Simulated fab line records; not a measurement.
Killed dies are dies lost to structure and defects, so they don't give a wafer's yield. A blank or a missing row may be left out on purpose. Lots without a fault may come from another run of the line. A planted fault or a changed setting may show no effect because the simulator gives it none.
Matching of chambers ; flow gf180mcu ; rieDiel-04 running GF_V1_ETCH_16: 4 sister chambers
The step etches BARC in N2/H2. 14 wafers are shown with their chamber, then 7 later ones without.

## EACH WAFER AND ITS CHAMBER
wafer;chamber;throttleValvePct (%);oesProductAu (a.u.)
L074.1;1;13.218;0.849
L074.5;3;13.216;0.849
L074.6;2;13.219;0.853
L081.2;0;13.228;0.855
L081.3;1;13.235;0.860
L081.6;2;13.208;0.846
L087.2;1;13.231;0.856
L087.5;2;13.219;0.859
L087.6;3;13.234;0.855
L088.2;0;13.227;0.857
L088.3;1;13.228;0.857
L088.5;1;13.219;0.852
L091.3;3;13.222;0.855
L091.4;1;13.218;0.851

SIGNATURES (means of the wafers above)
reading;chamber 0;chamber 1;chamber 2;chamber 3;scatter within a chamber
throttleValvePct;13.22750;13.22483;13.21533;13.22400;0.00727
oesProductAu;0.85600;0.85417;0.85267;0.85300;0.00444
Rule: distance of a wafer from a chamber = root of the sum over the readings of ((wafer's reading minus chamber's mean) / reading's scatter) squared. If the next closest chamber is less than 2 further off than the closest, the wafer can't be placed; otherwise it belongs to the closest. How the scatter is found: for the shown wafers, subtract from each reading the mean of its chamber, square and add these, divide the total by (wafers less chambers), then take the root.

## WAFERS WHOSE CHAMBER IS MISSING
wafer;throttleValvePct (%);oesProductAu (a.u.)
L091.6;13.225;0.856
L095.1;13.233;0.852
L095.3;13.217;0.846
L095.6;13.225;0.852
L096.3;13.225;0.855
L096.4;13.198;0.853
L096.6;13.226;0.852

## EACH ONE'S CHAMBER
wafer;from the rows above;in truth
L091.6;can't be placed: 0 or 1 or 3 or 2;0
L095.1;can't be placed: 0 or 1 or 3 or 2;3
L095.3;can't be placed: 2 or 3 or 1 or 0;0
L095.6;can't be placed: 3 or 1 or 0 or 2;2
L096.3;can't be placed: 1 or 0 or 3 or 2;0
L096.4;can't be placed: 2 or 3 or 1 or 0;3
L096.6;can't be placed: 3 or 1 or 0 or 2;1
Correctly placed: 0 of 7. Not placeable from these rows: 7 (in 7, the candidates include the true chamber). Number placed wrongly: 0.
